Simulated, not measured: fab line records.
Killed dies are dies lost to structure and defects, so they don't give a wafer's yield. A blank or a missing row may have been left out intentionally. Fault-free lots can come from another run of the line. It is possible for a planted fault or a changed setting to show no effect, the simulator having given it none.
fab line records -- flow gf180mcu -- part 2 of 2: steps 24 to 32 of 32
record: lots: 5, wafers: 15, last-day: 34
route steps=602 shown NWELL@43 LVPWELL@54 MVSD@66
lots that met no fault: taken from a fault-free run of the same line
start-h: hours from the record's opening day to when the first of the lot's shown wafers began -- wait-h: time in hours since the lot's previous step -- " the same as in the row above -- L1.1+2: a single row standing in for several wafers -- - either no value or no given start -- * or withheld: withheld -- < > ~ a bound
route shown NAME@n: names a module that has steps shown in the file, with the first one's number in the route -- usual: the fault-free wafers' mean and standard deviation -- same: alike in all rows -- chamber/n: place in a boat -- sites: readings site by site -- _std_site: standard deviation across them -- _edge_site: the outer-site mean with the inner-site mean subtracted -- radius-mm: how far each site lies from the wafer's centre -- mask NAME#n: copy n -- behind: the last tool/chamber to shape the wafer -- hold: why the lot went on hold/how many hours it stayed there/how the hold came to an end -- device: whichever transistor did not switch (one of n, p or np) -- end of line: the tests these same wafers got at the end of their route -- where a step has no rows: the recipe by itself -- killed: at the first sort, the dies lost to defects and structure; wafer yield is something else -- map: a wafer's dies, marking killed ones x, the rest . and places with no die _
set.NAME: the run value of the setting; set.NAME@STEP: its run value at that earlier step -- model.NAME: the simulator's own value behind a step, which no gauge read
lots at some steps of the route; a table a step, a row a wafer
services: when a tool's chamber went out of use (start-h, in hours from the record's first day, below 0 if earlier), for how many hours, and the reason
== steps ==
step: GF_MVSD_DEHYDRATE_00
recipe: temp-c: 200, time-s: 60
usual: chill-plate-temp-C: 23.00/0.11, resist-line-temp-C: 23.00/0.11
lot.wafer,tool,chamber,start-h,wait-h,chill-plate-temp-C,resist-line-temp-C
L074.1,litho-track-03,0,80.03,6.0,22.93,22.81
L074.2,litho-track-03,0,80.03,6.0,23.05,22.78
L074.5,litho-track-03,0,80.03,6.0,23.04,22.79
L077.1,litho-track-01,0,94.10,6.3,23.05,23.07
L077.4,litho-track-01,0,94.10,6.3,22.88,23.10
L077.6,litho-track-01,0,94.10,6.3,23.13,23.11
L092.2,litho-track-03,0,179.95,7.4,22.99,22.95
L092.3,litho-track-03,0,179.95,7.4,22.91,22.78
L092.6,litho-track-03,0,179.95,7.4,22.87,22.99
L094.2,litho-track-02,0,191.87,7.4,22.81,23.15
L094.3,litho-track-02,0,191.87,7.4,23.01,23.20
L094.4,litho-track-02,0,191.87,7.4,22.83,23.13
L096.1,litho-track-01,0,199.50,7.8,23.09,22.81
L096.3,litho-track-01,0,199.50,7.8,22.89,22.94
L096.6,litho-track-01,0,199.50,7.8,23.13,23.01
step: GF_MVSD_HMDS_01
recipe: prime-time-s: 60, prime-temp-c: 120
usual: chill-plate-temp-C: 22.96/0.11, resist-line-temp-C: 23.01/0.096
lot.wafer,tool,chamber,start-h,wait-h,chill-plate-temp-C,resist-line-temp-C
L074.1,litho-track-03,0,80.18,0.1,23.07,22.86
L074.2,litho-track-03,0,80.18,0.1,22.91,22.96
L074.5,litho-track-03,0,80.18,0.1,22.93,22.84
L077.1,litho-track-01,0,94.25,0.1,22.77,22.99
L077.4,litho-track-01,0,94.25,0.1,22.96,23.16
L077.6,litho-track-01,0,94.25,0.1,22.88,23.19
L092.2,litho-track-03,0,180.10,0.1,22.89,23.11
L092.3,litho-track-03,0,180.10,0.1,23.05,23.10
L092.6,litho-track-03,0,180.10,0.1,22.82,23.23
L094.2,litho-track-02,0,192.02,0.1,23.13,22.93
L094.3,litho-track-02,0,192.02,0.1,23.07,22.98
L094.4,litho-track-02,0,192.02,0.1,23.01,23.02
L096.1,litho-track-01,0,199.65,0.1,22.92,22.88
L096.3,litho-track-01,0,199.65,0.1,22.98,22.94
L096.6,litho-track-01,0,199.65,0.1,22.88,22.82
step: GF_MVSD_COAT_02
recipe: spin-rpm: 2000, resist-thk-nm: 3000
usual: chill-plate-temp-C: 22.98/0.12, resist-line-temp-C: 23.02/0.11
lot.wafer,tool,chamber,start-h,wait-h,chill-plate-temp-C,resist-line-temp-C
L074.1,litho-track-03,0,80.33,0.1,22.78,22.88
L074.2,litho-track-03,0,80.33,0.1,22.82,22.88
L074.5,litho-track-03,0,80.33,0.1,22.98,22.94
L077.1,litho-track-01,0,94.40,0.1,22.97,22.97
L077.4,litho-track-01,0,94.40,0.1,22.90,22.97
L077.6,litho-track-01,0,94.40,0.1,23.09,22.98
L092.2,litho-track-03,0,180.25,0.1,23.10,23.04
L092.3,litho-track-03,0,180.25,0.1,23.10,22.96
L092.6,litho-track-03,0,180.25,0.1,23.24,22.96
L094.2,litho-track-02,0,192.17,0.1,23.10,23.02
L094.3,litho-track-02,0,192.17,0.1,23.07,22.89
L094.4,litho-track-02,0,192.17,0.1,22.91,22.91
L096.1,litho-track-01,0,199.80,0.1,23.00,22.97
L096.3,litho-track-01,0,199.80,0.1,22.96,22.86
L096.6,litho-track-01,0,199.80,0.1,23.08,22.87
step: GF_MVSD_SOFTBAKE_03
recipe: temp-c: 110, time-s: withheld
usual: chill-plate-temp-C: 22.96/0.096, resist-line-temp-C: 23.00/0.1
lot.wafer,tool,chamber,start-h,wait-h,chill-plate-temp-C,resist-line-temp-C
L074.1,litho-track-03,0,80.48,0.1,22.77,22.88
L074.2,litho-track-03,0,80.48,0.1,22.83,23.15
L074.5,litho-track-03,0,80.48,0.1,22.81,22.85
L077.1,litho-track-01,0,94.55,0.1,23.03,23.10
L077.4,litho-track-01,0,94.55,0.1,22.96,22.96
L077.6,litho-track-01,0,94.55,0.1,22.87,23.05
L092.2,litho-track-03,0,180.41,0.1,23.10,22.91
L092.3,litho-track-03,0,180.41,0.1,22.90,22.99
L092.6,litho-track-03,0,180.41,0.1,22.94,23.06
L094.2,litho-track-02,0,192.33,0.1,23.15,22.92
L094.3,litho-track-02,0,192.33,0.1,22.98,22.86
L094.4,litho-track-02,0,192.33,0.1,23.12,22.94
L096.1,litho-track-01,0,199.95,0.1,23.10,23.01
L096.3,litho-track-01,0,199.95,0.1,23.08,23.14
L096.6,litho-track-01,0,199.95,0.1,22.91,23.11
step: GF_MVSD_EXPOSE_04
recipe: mask-id: MVSD, target-cd-nm: 1000, na: 0.6, source-shape: conventional, sigma-outer: 0.6, dose-mj: 260
usual: reticle-temp-C: 23.02/0.097
lot.wafer,tool,chamber,start-h,wait-h,mask,reticle-temp-C
L074.1,iline-stepper-02,0,-,-,MVSD#0,23.12
L074.2,iline-stepper-02,0,-,-,MVSD#0,23.14
L074.5,iline-stepper-02,0,-,-,MVSD#0,23.14
L077.1,iline-stepper-01,0,-,-,MVSD#0,23.03
L077.4,iline-stepper-01,0,-,-,MVSD#0,22.97
L077.6,iline-stepper-01,0,-,-,MVSD#0,23.16
L092.2,iline-stepper-01,0,-,-,MVSD#0,22.89
L092.3,iline-stepper-01,0,-,-,MVSD#0,22.93
L092.6,iline-stepper-01,0,-,-,MVSD#0,22.93
L094.2,iline-stepper-01,0,-,-,MVSD#0,23.10
L094.3,iline-stepper-01,0,-,-,MVSD#0,23.01
L094.4,iline-stepper-01,0,-,-,MVSD#0,23.07
L096.1,iline-stepper-01,0,-,-,MVSD#0,23.10
L096.3,iline-stepper-01,0,-,-,MVSD#0,23.14
L096.6,iline-stepper-01,0,-,-,MVSD#0,23.00
step: GF_MVSD_PEB_05
recipe: temp-c: 115, time-s: withheld
usual: chill-plate-temp-C: 22.99/0.12, resist-line-temp-C: 23.01/0.11
lot.wafer,tool,chamber,start-h,wait-h,chill-plate-temp-C,resist-line-temp-C
L074.1,litho-track-02,0,-,-,23.25,23.03
L074.2,litho-track-02,0,-,-,23.10,23.00
L074.5,litho-track-02,0,-,-,23.12,23.09
L077.1,litho-track-03,0,-,-,23.16,22.86
L077.4,litho-track-03,0,-,-,23.31,23.09
L077.6,litho-track-03,0,-,-,23.20,23.01
L092.2,litho-track-03,0,-,-,23.01,23.13
L092.3,litho-track-03,0,-,-,22.89,23.13
L092.6,litho-track-03,0,-,-,22.94,23.13
L094.2,litho-track-03,0,-,-,23.04,23.12
L094.3,litho-track-03,0,-,-,23.05,22.88
L094.4,litho-track-03,0,-,-,22.97,23.05
L096.1,litho-track-02,0,-,-,22.84,23.10
L096.3,litho-track-02,0,-,-,23.03,23.10
L096.6,litho-track-02,0,-,-,22.90,22.99
step: GF_MVSD_DEVELOP_06
recipe: wall-angle-deg: 90, develop-time-s: 60, dev-temp-c: 23
usual: chill-plate-temp-C: 22.99/0.1, resist-line-temp-C: 23.02/0.089
lot.wafer,tool,chamber,start-h,wait-h,chill-plate-temp-C,resist-line-temp-C
L074.1,litho-track-02,0,-,-,22.76,23.24
L074.2,litho-track-02,0,-,-,22.84,23.06
L074.5,litho-track-02,0,-,-,22.95,22.94
L077.1,litho-track-03,0,-,-,23.09,23.04
L077.4,litho-track-03,0,-,-,23.02,23.13
L077.6,litho-track-03,0,-,-,23.05,23.00
L092.2,litho-track-03,0,-,-,23.17,23.01
L092.3,litho-track-03,0,-,-,23.18,23.02
L092.6,litho-track-03,0,-,-,23.12,22.95
L094.2,litho-track-03,0,-,-,22.92,23.08
L094.3,litho-track-03,0,-,-,22.99,22.97
L094.4,litho-track-03,0,-,-,23.03,23.11
L096.1,litho-track-02,0,-,-,23.02,23.16
L096.3,litho-track-02,0,-,-,22.96,23.04
L096.6,litho-track-02,0,-,-,22.95,23.16
step: GF_MVSD_OVL_MEAS_07
usual: MVSD_OVL: 0.2/1.3
lot.wafer,tool,chamber,start-h,wait-h,MVSD_OVL[nm]
L074.1,overlay-01,-,87.80,-,-0.5
L074.2,overlay-01,-,87.80,-,-0.4
L074.5,overlay-01,-,87.80,-,0.7
L077.1,overlay-02,-,100.93,-,0.1
L077.4,overlay-02,-,100.93,-,2.2
L077.6,overlay-02,-,100.93,-,0.5
L092.2,overlay-01,-,188.08,-,0.9
L092.3,overlay-01,-,188.08,-,-0.6
L092.6,overlay-01,-,188.08,-,1.0
L094.2,overlay-02,-,201.03,-,1.8
L094.3,overlay-02,-,201.03,-,1.0
L094.4,overlay-02,-,201.03,-,2.6
L096.1,overlay-01,-,208.99,-,-0.2
L096.3,overlay-01,-,208.99,-,2.5
L096.6,overlay-01,-,208.99,-,0.6
step: GF_MVSD_IMPLANT_08
recipe: species: P, energy-kev: 400, dose-cm2: 1.6e+13, tilt-deg: 0
usual: beam-on-s: 10.01/0.22
lot.wafer,tool,chamber,start-h,wait-h,beam-on-s
L074.1,implanter-04,0,87.83,0.0,10.15
L074.2,implanter-04,0,87.83,0.0,9.98
L074.5,implanter-04,0,87.83,0.0,10.00
L077.1,implanter-04,0,100.96,0.0,9.88
L077.4,implanter-04,0,100.96,0.0,10.29
L077.6,implanter-04,0,100.96,0.0,9.65
L092.2,implanter-04,0,188.14,0.0,10.02
L092.3,implanter-04,0,188.14,0.0,10.10
L092.6,implanter-04,0,188.14,0.0,9.77
L094.2,implanter-04,0,201.09,0.0,10.12
L094.3,implanter-04,0,201.09,0.0,10.24
L094.4,implanter-04,0,201.09,0.0,10.27
L096.1,implanter-04,0,209.03,0.0,9.89
L096.3,implanter-04,0,209.03,0.0,10.01
L096.6,implanter-04,0,209.03,0.0,9.50
== services ==
tool,chamber,start-h,hours,kind
implanter-04,-,40.96,5.1,pm
implanter-02,-,53.56,1.8,repair
plasma-asher-02,-,56.26,7.0,repair
implanter-04,-,58.51,0.7,repair
iline-stepper-02,-,61.54,0.8,repair
implanter-02,-,84.57,3.9,repair
iline-stepper-01,-,86.24,1.7,pm
iline-stepper-02,-,102.81,0.8,repair
implanter-04,-,121.73,2.9,repair
implanter-03,-,143.13,2.3,repair
iline-stepper-02,-,147.31,12.3,repair
implanter-04,-,150.67,1.1,repair
implanter-02,-,152.15,1.8,repair
implanter-01,-,154.90,6.6,repair
plasma-asher-01,-,159.33,14.6,pm
iline-stepper-02,-,159.60,4.4,pm
plasma-asher-02,-,163.48,1.8,repair
implanter-03,-,169.01,2.8,pm
iline-stepper-02,-,176.63,4.8,repair
plasma-asher-02,-,176.73,6.2,repair
